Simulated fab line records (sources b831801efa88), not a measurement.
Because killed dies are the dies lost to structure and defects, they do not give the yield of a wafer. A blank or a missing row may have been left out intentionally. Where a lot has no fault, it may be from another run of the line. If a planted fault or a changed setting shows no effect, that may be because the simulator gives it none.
fab line records + flow sky130
[record]
- lots = 6
- wafers = 18
- lastDay = 50
route steps=708 shown VIA1@461 PAD_OPEN@708
lots that met no fault: from a run of the same line without faults
startH: hours from the record's first day to the start of the lot's first wafer shown + waitH: hours elapsed since this lot's preceding step + " repeats the value in the row above + L1.1+2: several wafers, shown together as one row + - no value, or no start was given + * or withheld: withheld + < > ~ a bound
route shown NAME@n: a module of which the file shows steps, and the number in the route of the first + usual: mean/standard deviation of fault-free wafers + same: alike in all rows + chamber/n: place in a boat + sites: each site's reading + _std_site: the values' standard deviation + _edge_site: the outer-site mean with the inner-site mean subtracted + radiusMm: for every site, how far away it sits from the centre of the wafer + mask NAME#n: copy n + behind: tool/chamber where the wafer was last shaped + hold: cause of the lot's hold/its duration in hours/its outcome + device: the n, p or np transistor that did not switch + end of line: the same wafers' tests at the end of the route + a step without rows: its recipe alone + killed: the dies lost at the first sort to structure and to defects; this is not the yield of the wafer + map: shows each die of a wafer: x if killed, . if not, _ if none is there
set.NAME: the setting that was run; set.NAME@STEP: the one run at that earlier step + model.NAME: the simulator's own value behind a step, which no gauge read
lots seen at some steps along the route; tables by step, rows by wafer
services: from which hour (startH, from the record's first day; less than 0 if before it) a tool's chamber was out of use, for how many hours, and why
[[steps]]
[step SKY_VIA1_BOW_MEAS_03]
[recipe]
- mode = bow
[usual]
- VIA1_BOW = 80/7.8
| lot.wafer | tool         | chamber | startH | waitH | VIA1_BOW[um] |
|-----------|--------------|---------|--------|-------|--------------|
| L798.1    | filmMetro-01 | -       | 847.80 | 0.3   | 74           |
| L798.2    | "            | -       | "      | "     | 77           |
| L798.5    | "            | -       | "      | "     | 82           |
| L800.1    | filmMetro-03 | -       | 870.37 | 0.2   | 91           |
| L800.2    | "            | -       | "      | "     | 91           |
| L800.5    | "            | -       | "      | "     | 78           |
| L802.1    | filmMetro-04 | -       | 876.64 | 0.1   | 79           |
| L802.3    | "            | -       | "      | "     | 78           |
| L802.6    | "            | -       | "      | "     | 68           |
| L801.1    | filmMetro-04 | -       | 879.68 | 0.2   | 69           |
| L801.3    | "            | -       | "      | "     | 77           |
| L801.4    | "            | -       | "      | "     | 75           |
| L803.1    | filmMetro-01 | -       | 906.28 | 0.2   | 78           |
| L803.2    | "            | -       | "      | "     | 78           |
| L803.5    | "            | -       | "      | "     | 80           |
| L810.2    | filmMetro-04 | -       | 926.04 | 0.2   | 84           |
| L810.4    | "            | -       | "      | "     | 67           |
| L810.5    | "            | -       | "      | "     | 74           |
[step SKY_VIA1_DEHYDRATE_04]
[recipe]
- tempC = 200
- timeS = 60
[step SKY_VIA1_HMDS_05]
[recipe]
- primeTimeS = 60
- primeTempC = 120
[step SKY_VIA1_COAT_06]
[recipe]
- resist = BARC
- tempC = withheld
- timeS = withheld
- spinRpm = 3000
- resistThkNm = 60
[step SKY_VIA1_COAT_07]
[recipe]
- resist = KrF-thick
- spinRpm = 3000
- resistThkNm = 450
[step SKY_VIA1_SOFTBAKE_08]
[recipe]
- tempC = 100
- timeS = 90
- resist = KrF-thick
[step SKY_VIA1_EXPOSE_09]
[recipe]
- maskId = VIM
- na = 0.8
- sourceShape = annular
- sigmaInner = 0.55
- sigmaOuter = 0.85
- targetCdNm = 150
- doseMj = 38
[step SKY_VIA1_PEB_10]
[recipe]
- pebTempC = withheld
- pebTimeS = withheld
- resist = KrF-thick
[step SKY_VIA1_DEVELOP_11]
[recipe]
- developTimeS = 60
- resist = KrF-thick
- devTempC = 21
[step SKY_VIA1_CD_MEAS_12]
[recipe]
- targetCdNm = 150
[usual]
- cdNm = 150.1/1.7
| lot.wafer | tool     | chamber | startH | waitH | cdNm  |
|-----------|----------|---------|--------|-------|-------|
| L798.1    | cdSem-01 | -       | 874.01 | -     | 150.2 |
| L798.2    | "        | -       | "      | "     | 151.5 |
| L798.5    | "        | -       | "      | "     | 150.9 |
| L800.1    | cdSem-02 | -       | 895.58 | -     | 150.1 |
| L800.2    | "        | -       | "      | "     | 151.0 |
| L800.5    | "        | -       | "      | "     | 151.0 |
| L802.1    | cdSem-01 | -       | 901.61 | -     | 154.5 |
| L802.3    | "        | -       | "      | "     | 153.0 |
| L802.6    | "        | -       | "      | "     | 153.0 |
| L801.1    | cdSem-01 | -       | 904.48 | -     | 149.8 |
| L801.3    | "        | -       | "      | "     | 151.8 |
| L801.4    | "        | -       | "      | "     | 150.1 |
| L803.1    | cdSem-01 | -       | 929.96 | -     | 151.6 |
| L803.2    | "        | -       | "      | "     | 151.8 |
| L803.5    | "        | -       | "      | "     | 150.5 |
| L810.2    | cdSem-02 | -       | 951.00 | -     | 148.3 |
| L810.4    | "        | -       | "      | "     | 149.6 |
| L810.5    | "        | -       | "      | "     | 150.0 |
[step SKY_VIA1_OVL_MEAS_13]
[usual]
- VIA1_OVL = -1/6.1
| lot.wafer | tool       | chamber | startH | waitH | VIA1_OVL[nm] |
|-----------|------------|---------|--------|-------|--------------|
| L798.1    | overlay-01 | -       | 874.13 | 0.1   | 3            |
| L798.2    | "          | -       | "      | "     | 5            |
| L798.5    | "          | -       | "      | "     | 5            |
| L800.1    | overlay-01 | -       | 895.70 | 0.1   | 7            |
| L800.2    | "          | -       | "      | "     | 2            |
| L800.5    | "          | -       | "      | "     | 2            |
| L802.1    | overlay-01 | -       | 901.73 | 0.1   | -7           |
| L802.3    | "          | -       | "      | "     | -4           |
| L802.6    | "          | -       | "      | "     | 0            |
| L801.1    | overlay-02 | -       | 904.60 | 0.1   | -2           |
| L801.3    | "          | -       | "      | "     | -8           |
| L801.4    | "          | -       | "      | "     | 7            |
| L803.1    | overlay-01 | -       | 930.08 | 0.1   | 1            |
| L803.2    | "          | -       | "      | "     | 3            |
| L803.5    | "          | -       | "      | "     | 6            |
| L810.2    | overlay-02 | -       | 951.10 | 0.1   | 2            |
| L810.4    | "          | -       | "      | "     | 4            |
| L810.5    | "          | -       | "      | "     | -10          |
[step SKY_VIA1_ETCH_14]
[recipe]
- chemistry = N2/H2
- target = BARC
- ionEnergyEv = 200
- sourceW = 500
- biasW = 100
- pressureMtorr = 30
- n2FlowSccm = 100
- h2FlowSccm = 200
- stopOn = SiO2
- timeS = 45.9
- targetDepthA = 600
[usual]
- chamberPressureMTorr = 30.001/0.026
- drypumpMotorCurrentA = 5.9/0.47
- n2FlowSccm = 99.97/0.28
- oesProductAu = 0.855/0.005
- rfFwdPowerW = 494.9/1.5
- throttleValvePct = 13.225/0.009
[same]
- timeS = 45.9
| lot.wafer | tool       | chamber | startH | waitH | chamberPressureMTorr | drypumpMotorCurrentA | n2FlowSccm | oesProductAu | rfFwdPowerW | rfHoursCounterH | throttleValvePct |
|-----------|------------|---------|--------|-------|----------------------|----------------------|------------|--------------|-------------|-----------------|------------------|
| L798.1    | rieDiel-01 | 0       | 874.17 | 0.0   | 30.033               | 5.8                  | 99.84      | 0.853        | 496.0       | 15              | 13.232           |
| L798.2    | "          | 3       | "      | "     | 30.014               | 5.4                  | 100.60     | 0.863        | 497.0       | 21              | 13.233           |
| L798.5    | "          | 2       | "      | "     | 30.017               | 5.3                  | 99.90      | 0.855        | 493.9       | -               | 13.216           |
| L800.1    | rieDiel-04 | 2       | 895.73 | 0.0   | 29.960               | 6.2                  | 99.73      | 0.852        | 494.5       | 4               | 13.213           |
| L800.2    | "          | 0       | "      | "     | 30.010               | 5.5                  | 99.73      | 0.862        | 495.6       | 1               | 13.234           |
| L800.5    | "          | 1       | "      | "     | 29.976               | 6.4                  | 99.65      | 0.862        | 495.8       | -               | 13.221           |
| L802.1    | rieDiel-04 | 3       | 901.77 | 0.0   | 30.048               | 5.9                  | 100.13     | 0.850        | 495.2       | 16              | 13.208           |
| L802.3    | "          | 0       | "      | "     | 30.007               | 5.5                  | 99.96      | 0.857        | 494.2       | 1               | 13.217           |
| L802.6    | "          | 1       | "      | "     | 30.016               | 6.4                  | 100.14     | 0.854        | 492.8       | -               | 13.228           |
| L801.1    | rieDiel-04 | 0       | 904.63 | 0.0   | 30.014               | 5.5                  | 99.74      | 0.863        | 495.3       | 2               | 13.228           |
| L801.3    | "          | 1       | "      | "     | 30.019               | 6.4                  | 99.93      | 0.848        | 492.4       | 7               | 13.222           |
| L801.4    | "          | 3       | "      | "     | 29.991               | 5.9                  | 100.03     | 0.856        | 496.1       | 16              | 13.227           |
| L803.1    | rieDiel-02 | 2       | 930.12 | 0.0   | 29.980               | 4.6                  | 99.60      | 0.859        | 496.1       | 5               | 13.238           |
| L803.2    | "          | 1       | "      | "     | 29.999               | 6.0                  | 100.24     | 0.855        | 495.6       | 13              | 13.220           |
| L803.5    | "          | 2       | "      | "     | 30.024               | 4.7                  | 100.17     | 0.850        | 494.9       | -               | 13.225           |
| L810.2    | rieDiel-02 | 2       | 951.13 | 0.0   | 29.995               | 4.6                  | 99.96      | 0.850        | 494.5       | 6               | 13.220           |
| L810.4    | "          | 1       | "      | "     | 29.994               | 6.0                  | 99.97      | 0.859        | 496.3       | 13              | 13.230           |
| L810.5    | "          | 0       | "      | "     | 30.013               | 6.2                  | 99.83      | 0.854        | 497.7       | -               | 13.228           |
[step SKY_VIA1_ETCH_15]
[recipe]
- target = SiO2
- chemistry = C4F8/O2/Ar
- targetDepthNm = 351
- stopOn = TiN
- maskMaterial = KrF-thick
- sourceW = 1500
- biasW = 1200
- pressureMtorr = 40
- c4f8FlowSccm = withheld
- O2_flow_sccm = 6
- Ar_flow_sccm = 300
- timeS = 54
[usual]
- chamberPressureMTorr = 40.00/0.037
- oesProductAu = 0.979/0.0066
- rfFwdPowerW = 1486/5.1
[same]
- timeS = 54
| lot.wafer | tool       | chamber | startH | waitH | chamberPressureMTorr | oesProductAu | rfFwdPowerW | rfHoursCounterH | model.VIA1.featureDepthNm | model.etch.depthNm | model.KrF-thick_of_VIA1_COAT_07.thkNm |
|-----------|------------|---------|--------|-------|----------------------|--------------|-------------|-----------------|---------------------------|--------------------|---------------------------------------|
| L798.1    | rieDiel-01 | 0       | 874.21 | 0.0   | 39.98                | 0.990        | 1480        | 15              | 344.7                     | 344.7              | 321.1                                 |
| L798.2    | "          | 3       | "      | "     | 40.00                | 0.980        | 1480        | 21              | 344.8                     | 344.8              | 322.6                                 |
| L798.5    | "          | 2       | "      | "     | 39.98                | 0.965        | 1488        | -               | 335.1                     | 335.1              | 328.6                                 |
| L800.1    | rieDiel-04 | 2       | 895.77 | 0.0   | 39.98                | 0.972        | 1483        | 4               | 340.7                     | 340.7              | 324.5                                 |
| L800.2    | "          | 0       | "      | "     | 39.98                | 0.982        | 1484        | 1               | 346.4                     | 346.4              | 323.2                                 |
| L800.5    | "          | 1       | "      | "     | 40.00                | 0.975        | 1473        | -               | 344.1                     | 344.1              | 323.4                                 |
| L802.1    | rieDiel-04 | 3       | 901.81 | 0.0   | 40.01                | 0.949        | 1250        | 16              | 325.2                     | 325.2              | 329                                   |
| L802.3    | "          | 0       | "      | "     | 40.02                | 0.969        | 1485        | 1               | 342.2                     | 342.2              | 326.8                                 |
| L802.6    | "          | 1       | "      | "     | 39.96                | 0.977        | 1480        | -               | 345                       | 345                | 323.8                                 |
| L801.1    | rieDiel-04 | 0       | 904.67 | 0.0   | 39.94                | 0.976        | 1484        | 2               | 344.7                     | 344.7              | 322.7                                 |
| L801.3    | "          | 1       | "      | "     | 40.02                | 0.977        | 1482        | 7               | 343.7                     | 343.7              | 322.9                                 |
| L801.4    | "          | 3       | "      | "     | 39.99                | 0.957        | 1251        | 16              | 330.5                     | 330.5              | 326.6                                 |
| L803.1    | rieDiel-02 | 2       | 930.16 | 0.0   | 40.04                | 0.973        | 1493        | 5               | 343.8                     | 343.8              | 319                                   |
| L803.2    | "          | 1       | "      | "     | 40.01                | 0.982        | 1485        | 13              | 343.2                     | 343.2              | 318.1                                 |
| L803.5    | "          | 2       | "      | "     | 39.99                | 0.983        | 1493        | -               | 345                       | 345                | 320.2                                 |
| L810.2    | rieDiel-02 | 2       | 951.17 | 0.0   | 39.92                | 0.985        | 1486        | 6               | 345.5                     | 345.5              | 324                                   |
| L810.4    | "          | 1       | "      | "     | 40.03                | 0.984        | 1490        | 13              | 345.9                     | 345.9              | 322.5                                 |
| L810.5    | "          | 0       | "      | "     | 40.02                | 0.976        | 1492        | -               | 345                       | 345                | 324.2                                 |
[step SKY_VIA1_STRIP_16]
[recipe]
- chemistry = O2/N2
- powerW = 1400
- pressureMtorr = 1500
- platenTempC = withheld
- o2FlowSccm = 3000
- n2FlowSccm = 300
- overashFraction = 0.5
[usual]
- chamberPressureMTorr = 1499.9/1.3
- drypumpMotorCurrentA = 5.7/0.44
- n2FlowSccm = 299.9/0.94
- oesProductAu = 0.416/0.0049
- stripTimeToEndpointS = 4.464/0.022
| lot.wafer | tool           | chamber | startH | waitH | chamberPressureMTorr | drypumpMotorCurrentA | n2FlowSccm | oesProductAu | rfHoursCounterH | stripTimeToEndpointS |
|-----------|----------------|---------|--------|-------|----------------------|----------------------|------------|--------------|-----------------|----------------------|
| L798.1    | plasmaAsher-04 | 1       | 874.26 | 0.0   | 1498.2               | 4.8                  | 301.1      | 0.412        | 42              | 4.453                |
| L798.2    | "              | 0       | "      | "     | 1500.4               | 6.2                  | 301.0      | 0.412        | 42              | 4.468                |
| L798.5    | "              | 1       | "      | "     | 1500.0               | 4.8                  | 303.2      | 0.418        | -               | 4.523                |
| L800.1    | plasmaAsher-04 | 0       | 895.82 | 0.0   | 1500.0               | 6.2                  | 299.2      | 0.419        | 44              | 4.471                |
| L800.2    | "              | 1       | "      | "     | 1501.5               | 4.8                  | 299.7      | 0.415        | 44              | 4.462                |
| L800.5    | "              | 0       | "      | "     | 1500.2               | 6.2                  | 297.4      | 0.418        | -               | 4.466                |
| L802.1    | plasmaAsher-04 | 0       | 901.86 | 0.0   | 1499.8               | 6.2                  | 301.2      | 0.419        | 45              | 4.520                |
| L802.3    | "              | 1       | "      | "     | 1497.5               | 4.8                  | 298.7      | 0.414        | -               | 4.500                |
| L802.6    | "              | 1       | "      | "     | 1498.8               | 4.8                  | 298.4      | 0.415        | -               | 4.456                |
| L801.1    | plasmaAsher-03 | 1       | 904.72 | 0.0   | 1499.0               | 5.4                  | 299.4      | 0.411        | 75              | 4.453                |
| L801.3    | "              | 1       | "      | "     | 1500.5               | 5.4                  | 299.4      | 0.418        | -               | 4.461                |
| L801.4    | "              | 0       | "      | "     | 1497.1               | 5.3                  | 299.8      | 0.420        | -               | 4.507                |
| L803.1    | plasmaAsher-02 | 0       | 930.21 | 0.0   | 1500.5               | 5.8                  | 299.8      | 0.405        | 18              | 4.413                |
| L803.2    | "              | 1       | "      | "     | 1502.4               | 6.1                  | 299.7      | 0.410        | 18              | 4.423                |
| L803.5    | "              | 1       | "      | "     | 1497.1               | 6.1                  | 300.6      | 0.414        | -               | 4.430                |
| L810.2    | plasmaAsher-03 | 0       | 951.22 | 0.0   | 1501.7               | 5.3                  | 300.0      | 0.420        | 80              | 4.464                |
| L810.4    | "              | 0       | "      | "     | 1500.2               | 5.3                  | 299.7      | 0.415        | -               | 4.466                |
| L810.5    | "              | 1       | "      | "     | 1500.5               | 5.4                  | 299.3      | 0.416        | -               | 4.480                |
[step SKY_PAD_OPEN_PROBE_99]
[usual]
- defectLimitedYield = 82.6/1.9
- killed_at_M0_to_M3 = 43/7.1
- killed_at_M4_up = 3.0/1.6
- killedAtContacts = 24/5.3
- killedAtFrontEnd = 16/4.1
- killedAtOther = 0.5/0.82
- killedDies = 86/9.4
- killedOpen = 46/6.9
- killedShort = 39/6.5
[same]
- grossDies = 492
- killedAtBackSide = 0
| lot.wafer | tool      | chamber | startH  | waitH | defectLimitedYield[%] | killed_at_M0_to_M3 | killed_at_M4_up | killedAtContacts | killedAtFrontEnd | killedAtOther | killedDies | killedOpen | killedShort | model.etest.tester.sort_bin_8_pct | model.etest.tester.sort_bin_4_pct |
|-----------|-----------|---------|---------|-------|-----------------------|--------------------|-----------------|------------------|------------------|---------------|------------|------------|-------------|-----------------------------------|-----------------------------------|
| L798.1    | prober-01 | -       | 1139.18 | 0.1   | 81.1                  | 46                 | 4               | 28               | 15               | 0             | 93         | 48         | 44          | 0                                 | 0                                 |
| L798.2    | prober-01 | -       | 1139.23 | 0.1   | 84.6                  | 31                 | 5               | 24               | 16               | 0             | 76         | 44         | 32          | 0                                 | 0                                 |
| L798.5    | prober-01 | -       | 1139.38 | 0.2   | 85.6                  | 38                 | 4               | 18               | 10               | 1             | 71         | 41         | 29          | 0                                 | 0                                 |
| L800.1    | prober-01 | -       | 1157.20 | 0.1   | 80.7                  | 55                 | 1               | 23               | 16               | 0             | 95         | 54         | 41          | 0                                 | 0                                 |
| L800.2    | prober-01 | -       | 1157.25 | 0.1   | 82.7                  | 40                 | 2               | 28               | 14               | 1             | 85         | 55         | 30          | 0                                 | 0                                 |
| L800.5    | prober-01 | -       | 1157.40 | 0.2   | 81.1                  | 40                 | 2               | 34               | 16               | 1             | 93         | 52         | 41          | 0                                 | 0                                 |
| L802.1    | prober-02 | -       | 1160.03 | 0.1   | 76.8                  | 65                 | 2               | 26               | 20               | 1             | 114        | 48         | 41          | 8.178e-08                         | 1.218e-14                         |
| L802.3    | prober-02 | -       | 1160.13 | 0.2   | 84.8                  | 40                 | 1               | 23               | 11               | 0             | 75         | 46         | 29          | 0                                 | 0                                 |
| L802.6    | prober-02 | -       | 1160.28 | 0.2   | 82.1                  | 50                 | 5               | 21               | 12               | 0             | 88         | 38         | 50          | 0                                 | 0                                 |
| L801.1    | prober-01 | -       | 1162.29 | 0.1   | 84.8                  | 35                 | 4               | 23               | 13               | 0             | 75         | 38         | 37          | 0                                 | 0                                 |
| L801.3    | prober-01 | -       | 1162.39 | 0.2   | 77.4                  | 55                 | 1               | 32               | 23               | 0             | 111        | 70         | 41          | 0                                 | 0                                 |
| L801.4    | prober-01 | -       | 1162.44 | 0.2   | 85.2                  | 47                 | 5               | 11               | 10               | 0             | 73         | 30         | 42          | 0                                 | 0                                 |
| L803.1    | prober-01 | -       | 1180.72 | 0.1   | 80.9                  | 42                 | 3               | 26               | 22               | 1             | 94         | 56         | 35          | 0                                 | 0                                 |
| L803.2    | prober-01 | -       | 1180.77 | 0.1   | 84.1                  | 48                 | 2               | 19               | 9                | 0             | 78         | 51         | 25          | 0                                 | 0                                 |
| L803.5    | prober-01 | -       | 1180.92 | 0.2   | 83.1                  | 43                 | 0               | 26               | 14               | 0             | 83         | 47         | 35          | 0                                 | 0                                 |
| L810.2    | prober-01 | -       | 1196.19 | 0.1   | 82.9                  | 45                 | 3               | 16               | 20               | 0             | 84         | 43         | 40          | 0                                 | 0                                 |
| L810.4    | prober-01 | -       | 1196.29 | 0.2   | 81.9                  | 48                 | 5               | 22               | 13               | 1             | 89         | 41         | 47          | 0                                 | 0                                 |
| L810.5    | prober-01 | -       | 1196.34 | 0.2   | 81.9                  | 44                 | 7               | 27               | 10               | 1             | 89         | 55         | 33          | 0                                 | 0                                 |
// killed by level:class
L798.1 VIA1:geometricParticle:open=15 CONTACT:geometricParticle:short=7 METAL1:geometricParticle:short=7 FIELD_ISO:geometricParticle:open=6 LI_CONTACT:geometricParticle:short=6 CONTACT:geometricParticle:open=6 VIA2:geometricParticle:open=6 LI_CONTACT:geometricParticle:open=5
L798.2 LI_CONTACT:geometricParticle:open=7 CONTACT:geometricParticle:open=6 VIA1:geometricParticle:open=6 FIELD_ISO:geometricParticle:open=5 POLY_GATE:geometricParticle:open=5 LOCAL_INTERCONNECT:geometricParticle:short=5 VIA1:geometricParticle:short=5 VIA2:geometricParticle:open=5
L798.5 LI_CONTACT:geometricParticle:open=12 VIA1:geometricParticle:open=12 METAL1:geometricParticle:short=8 VIA2:geometricParticle:short=5 METAL3:geometricParticle:short=5 POLY_GATE:geometricParticle:open=4 CONTACT:geometricParticle:open=4 VIA2:geometricParticle:open=3
L800.1 VIA1:geometricParticle:open=19 VIA2:geometricParticle:open=7 LOCAL_INTERCONNECT:geometricParticle:short=7 VIA1:geometricParticle:short=7 LI_CONTACT:geometricParticle:open=6 FIELD_ISO:geometricParticle:short=5 CONTACT:geometricParticle:short=5 METAL1:geometricParticle:short=5
L800.2 VIA1:geometricParticle:open=12 CONTACT:geometricParticle:open=11 LI_CONTACT:geometricParticle:open=9 VIA3:geometricParticle:open=7 FIELD_ISO:geometricParticle:open=5 METAL1:geometricParticle:short=5 VIA2:geometricParticle:open=4 METAL3:geometricParticle:short=4
L800.5 LI_CONTACT:geometricParticle:open=11 CONTACT:geometricParticle:open=9 VIA1:geometricParticle:open=8 VIA2:geometricParticle:open=7 VIA3:geometricParticle:open=7 CONTACT:geometricParticle:short=6 POLY_GATE:geometricParticle:open=5 VIA3:geometricParticle:short=5
L802.1 VIA1:areaEtch=25 CONTACT:geometricParticle:open=10 VIA1:geometricParticle:open=9 LI_CONTACT:geometricParticle:open=8 VIA1:geometricParticle:short=6 CONTACT:geometricParticle:short=5 FIELD_ISO:geometricParticle:open=4 FIELD_ISO:geometricParticle:short=4
L802.3 VIA1:geometricParticle:open=10 VIA2:geometricParticle:open=10 CONTACT:geometricParticle:open=8 LI_CONTACT:geometricParticle:open=7 POLY_GATE:geometricParticle:short=4 CONTACT:geometricParticle:short=4 METAL1:geometricParticle:short=4 VIA2:geometricParticle:short=4
L802.6 METAL2:geometricParticle:short=10 VIA1:geometricParticle:short=8 VIA1:geometricParticle:open=8 VIA2:geometricParticle:open=7 CONTACT:geometricParticle:open=6 METAL4:geometricParticle:short=5 CONTACT:geometricParticle:short=5 VIA3:geometricParticle:open=5
L801.1 CONTACT:geometricParticle:open=13 VIA1:geometricParticle:open=8 METAL2:geometricParticle:short=5 VIA3:geometricParticle:short=5 POLY_GATE:geometricParticle:open=4 METAL4:geometricParticle:short=4 VIA2:geometricParticle:short=3 POLY_GATE:geometricParticle:short=3
L801.3 CONTACT:geometricParticle:open=14 VIA1:geometricParticle:open=13 POLY_GATE:geometricParticle:open=10 VIA2:geometricParticle:open=10 LI_CONTACT:geometricParticle:open=9 VIA3:geometricParticle:open=7 CONTACT:geometricParticle:short=6 VIA1:geometricParticle:short=6
L801.4 VIA1:geometricParticle:open=13 METAL2:geometricParticle:short=7 VIA1:geometricParticle:short=5 VIA2:geometricParticle:open=4 METAL3:geometricParticle:short=4 FIELD_ISO:geometricParticle:short=3 LI_CONTACT:geometricParticle:short=3 CONTACT:geometricParticle:short=3
L803.1 CONTACT:geometricParticle:open=11 VIA3:geometricParticle:open=7 FIELD_ISO:geometricParticle:open=6 LI_CONTACT:geometricParticle:open=6 METAL2:geometricParticle:short=6 VIA2:geometricParticle:open=6 POLY_GATE:geometricParticle:open=5 VIA1:geometricParticle:open=5
L803.2 VIA3:geometricParticle:open=12 VIA1:geometricParticle:open=9 CONTACT:geometricParticle:open=8 VIA2:geometricParticle:open=8 LI_CONTACT:geometricParticle:open=6 METAL2:geometricParticle:short=5 VIA1:geometricParticle:short=4 POLY_GATE:geometricParticle:short=3
L803.5 VIA3:geometricParticle:open=11 VIA2:geometricParticle:open=9 LI_CONTACT:geometricParticle:short=8 CONTACT:geometricParticle:open=8 LI_CONTACT:geometricParticle:open=5 VIA1:geometricParticle:open=5 METAL2:geometricParticle:short=5 FIELD_ISO:geometricParticle:short=4
L810.2 FIELD_ISO:geometricParticle:open=9 VIA1:geometricParticle:open=9 CONTACT:geometricParticle:open=7 METAL2:geometricParticle:short=7 FIELD_ISO:geometricParticle:short=6 VIA3:geometricParticle:short=6 VIA3:geometricParticle:open=5 CONTACT:geometricParticle:short=4
L810.4 VIA1:geometricParticle:short=11 LI_CONTACT:geometricParticle:open=9 VIA1:geometricParticle:open=7 METAL2:geometricParticle:short=7 VIA2:geometricParticle:open=7 VIA3:geometricParticle:open=7 CONTACT:geometricParticle:open=5 FIELD_ISO:geometricParticle:open=4
L810.5 VIA1:geometricParticle:open=14 LI_CONTACT:geometricParticle:open=10 CONTACT:geometricParticle:open=10 METAL1:geometricParticle:short=7 METAL4:geometricParticle:short=7 VIA2:geometricParticle:open=6 METAL2:geometricParticle:short=5 FIELD_ISO:geometricParticle:open=3
[[services]]
| tool           | chamber | startH | hours | kind   |
|----------------|---------|--------|-------|--------|
| plasmaAsher-02 | -       | 869.41 | 5.4   | repair |
| rieDiel-04     | 1       | 869.82 | 3.1   | repair |
| plasmaAsher-02 | -       | 897.30 | 5.9   | repair |
| rieDiel-01     | 3       | 900.85 | 12.0  | repair |
| rieDiel-04     | 2       | 900.98 | 2.7   | repair |
| rieDiel-04     | 0       | 906.76 | 2.5   | repair |
| rieDiel-01     | 2       | 908.11 | 19.0  | repair |
| rieDiel-02     | 0       | 914.39 | 2.4   | repair |
| rieDiel-04     | 3       | 917.56 | 2.6   | repair |
| rieDiel-02     | 0       | 923.29 | 4.3   | repair |
| rieDiel-01     | 1       | 923.72 | 35.9  | repair |
| rieDiel-02     | 2       | 924.87 | 5.0   | repair |
| rieDiel-01     | 3       | 929.30 | 3.8   | repair |
| plasmaAsher-04 | -       | 948.38 | 13.0  | repair |
[[key]]
[firstSign]
- step = SKY_VIA1_ETCH_15
- reading = rfFwdPowerW
- direction = down
- sigmas = 46
- usual = 1486
- struck = 1250
[effect]
- step = SKY_VIA1_ETCH_15
- reading = oesProductAu
- direction = down
- sigmas = 3.9
- usual = 0.979
- struck = 0.953
[modelEffect]
- step = SKY_VIA1_ETCH_15
- value = VIA1.featureDepthNm
- without = 346
- struck = 327.9
[modelEffect]
- step = SKY_PAD_OPEN_PROBE_99
- value = etest.tester.sort_bin_8_pct
- without = 0
- struck = 4.089e-08
metAt SKY_VIA1_ETCH_15
struckWafers L801.4,L802.1
[fault]
- kind = processParameterDrift
- tool = rieDiel-04
- chamber = 3
- onsetH = 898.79
- steps = SKY_VIA1_ETCH_15
- channel = sourceW
- offset = -240
- shape = step
- endH = 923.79
- actsIn = theseRecipesOnly
- stated = 1500
